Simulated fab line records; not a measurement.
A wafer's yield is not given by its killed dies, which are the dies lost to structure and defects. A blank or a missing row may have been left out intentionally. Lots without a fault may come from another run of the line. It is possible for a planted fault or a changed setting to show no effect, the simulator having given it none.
What tool caused it? | flow gf180mcu | 36 wafers from 12 lots sampled at 5 of the route's 602 steps

== WHAT EACH GAUGE READ, for each wafer ==
GF_V4_RS_MEAS_24: measures by four-point-probe.
lot  | measured     | on            | V4_W_RS (ohm/sq)
L759 | day 24 09:05 | film-metro-03 | 0.328 0.330 0.329
L760 | day 24 19:28 | film-metro-01 | 0.322 0.316 0.316
L761 | day 25 07:13 | film-metro-02 | 0.319 0.323 0.317
L762 | day 25 11:19 | film-metro-01 | 0.326 0.326 0.328
L765 | day 26 12:13 | film-metro-03 | 0.319 0.325 0.327
L769 | day 28 03:10 | film-metro-02 | 0.334 0.331 0.331
L770 | day 28 12:47 | film-metro-03 | 0.323 0.321 0.322
L773 | day 29 05:02 | film-metro-01 | 0.324 0.330 0.329
L774 | day 29 14:40 | film-metro-02 | 0.326 0.324 0.327
L777 | day 30 04:13 | film-metro-03 | 0.321 0.320 0.321
L779 | day 30 18:01 | film-metro-03 | 0.325 0.321 0.321
L781 | day 31 03:19 | film-metro-01 | 0.328 0.333 0.333

GF_M5_CD_MEAS_07 targets a cd of 280 nm.
lot  | measured     | on        | cd-nm (nm)
L759 | day 26 05:32 | cd-sem-02 | 277.6 278.3 279.0
L760 | day 26 15:16 | cd-sem-02 | 280.8 281.4 281.0
L761 | day 27 02:10 | cd-sem-01 | 278.7 278.3 278.3
L762 | day 27 05:41 | cd-sem-02 | 279.2 281.2 281.0
L765 | day 28 05:55 | cd-sem-02 | 279.4 279.6 278.7
L769 | day 29 18:20 | cd-sem-02 | 269.0 269.2 269.3
L770 | day 30 04:20 | cd-sem-01 | 272.2 273.6 273.1
L773 | day 30 19:40 | cd-sem-01 | 279.3 278.3 278.8
L774 | day 31 04:32 | cd-sem-02 | 279.1 279.5 278.3
L777 | day 31 16:52 | cd-sem-02 | 278.2 279.1 279.4
L779 | day 32 05:56 | cd-sem-02 | 278.6 278.6 278.1
L781 | day 32 15:10 | cd-sem-01 | 279.3 280.5 279.1

GF_M5_OVL_MEAS_08.
lot  | measured     | on         | M5_OVL (nm)
L759 | day 26 05:38 | overlay-01 | -6 -5 3
L760 | day 26 15:23 | overlay-02 | 22 13 9
L761 | day 27 02:17 | overlay-01 | 8 -5 -3
L762 | day 27 05:47 | overlay-02 | 5 5 1
L765 | day 28 06:02 | overlay-02 | 9 6 9
L769 | day 29 18:26 | overlay-02 | 0 4 5
L770 | day 30 04:26 | overlay-02 | -4 -3 -4
L773 | day 30 19:47 | overlay-01 | 6 5 4
L774 | day 31 04:38 | overlay-01 | -4 1 1
L777 | day 31 16:59 | overlay-02 | 1 5 -2
L779 | day 32 06:02 | overlay-02 | 1 3 1
L781 | day 32 15:17 | overlay-01 | -3 0 3

== WHICH TOOL RAN EACH LOT (tool, then ch and the chambers of the sampled wafers, then the start) ==
lot  | GF_M4_SPUTTER_01             | GF_M5_EXPOSE_04
L759 | pvd-sputter-04, day 22 09:32 | krf-scanner-01 ch 0, day 25 18:26
L760 | pvd-sputter-04, day 22 19:59 | krf-scanner-01 ch 0, day 26 04:55
L761 | pvd-sputter-03, day 23 08:46 | krf-scanner-02 ch 0, day 26 16:08
L762 | pvd-sputter-04, day 23 12:31 | krf-scanner-02 ch 0, day 26 19:17
L765 | pvd-sputter-01, day 24 14:21 | krf-scanner-02 ch 0, day 27 19:47
L769 | pvd-sputter-01, day 26 07:47 | krf-scanner-02 ch 0, day 29 08:41
L770 | pvd-sputter-01, day 26 19:38 | krf-scanner-02 ch 0, day 29 19:39
L773 | pvd-sputter-03, day 27 11:01 | krf-scanner-01 ch 0, day 30 10:08
L774 | pvd-sputter-03, day 27 21:56 | krf-scanner-01 ch 0, day 30 20:24
L777 | pvd-sputter-04, day 28 10:53 | krf-scanner-01 ch 0, day 31 08:18
L779 | pvd-sputter-04, day 29 02:01 | krf-scanner-01 ch 0, day 31 21:39
L781 | pvd-sputter-03, day 29 12:22 | krf-scanner-01 ch 0, day 32 07:15
- GF_M4_SPUTTER_01: material TiN, target thk 30 nm, time 25 s.
- GF_M5_EXPOSE_04: exposes mask Metal5, target cd 280 nm.

== AS READ BY THE TOOLS THEMSELVES (means over the sampled wafers that have a number; for cases with no such wafer, the mark the record gives instead) ==
GF_M4_SPUTTER_01.
lot  | tool           | cathode-dc-power-W (W) | throttle-valve-pct (%)
L759 | pvd-sputter-04 | 6499.8                 | 29.7
L760 | pvd-sputter-04 | 6498.8                 | 29.6
L761 | pvd-sputter-03 | 6500.3                 | 29.0
L762 | pvd-sputter-04 | 6500.7                 | 29.5
L765 | pvd-sputter-01 | 6498.9                 | 30.1
L769 | pvd-sputter-01 | 6499.9                 | 29.5
L770 | pvd-sputter-01 | 6500.6                 | 30.0
L773 | pvd-sputter-03 | 6500.0                 | 28.8
L774 | pvd-sputter-03 | 6499.8                 | 29.6
L777 | pvd-sputter-04 | 6499.1                 | 29.5
L779 | pvd-sputter-04 | 6500.6                 | 29.4
L781 | pvd-sputter-03 | 6500.5                 | 30.4

GF_M5_EXPOSE_04.
lot  | tool           | exposure-dose-mJ-cm2 | focus-offset-nm (nm)
L759 | krf-scanner-01 | 27.985               | 0.5
L760 | krf-scanner-01 | 28.055               | -0.2
L761 | krf-scanner-02 | 28.020               | 0.4
L762 | krf-scanner-02 | 27.998               | 0.5
L765 | krf-scanner-02 | 27.978               | -0.4
L769 | krf-scanner-02 | 30.142               | 0.4
L770 | krf-scanner-02 | 29.724               | 0.8
L773 | krf-scanner-01 | 27.998               | -0.6
L774 | krf-scanner-01 | 27.995               | 0.2
L777 | krf-scanner-01 | 27.998               | -0.4
L779 | krf-scanner-01 | 28.032               | -0.0
L781 | krf-scanner-01 | 27.949               | -0.4

== THE ANSWER, worked out from the rows above alone ==
Rule: the usual values come from the lots themselves. Put in order of their means at a reading, lots are off if they are a third of the lots or fewer, leave a main group of 4 or more, and stand apart from it by a gap of 3 or more times the standard deviation of the main group's means; of several such gaps the widest counts. If all means in a main group match to the digits the tables above print for the reading, that group is not used. A lot without any number at a reading at which 4 lots or more have one is off too. All remaining lots with rows at the step are treated as sound. After the gauges, taken in route order, come the tools' own readings; for these a lot's mean is taken, as printed above. At the first step where some lot is off, the reading lying furthest off is the one used; lots without a number count as furthest.
Off: L769, L770 (GF_M5_CD_MEAS_07, cd-nm). Mean 279.2 nm and standard deviation 0.87 in the main group.
If a tool, at a process step before that reading, ran all the lots that are off and no sound lot after the first of them, it fits. Not tried: the gauges at GF_M5_CD_MEAS_07; whatever is off there is also off at GF_M5_EXPOSE_04, on other tools, and gauge error can't account for it. Undecided on this evidence; 2 tools fit (pvd-sputter-01 at GF_M4_SPUTTER_01, krf-scanner-02 at GF_M5_EXPOSE_04).

== WHAT THE SIMULATOR PUT IN ==
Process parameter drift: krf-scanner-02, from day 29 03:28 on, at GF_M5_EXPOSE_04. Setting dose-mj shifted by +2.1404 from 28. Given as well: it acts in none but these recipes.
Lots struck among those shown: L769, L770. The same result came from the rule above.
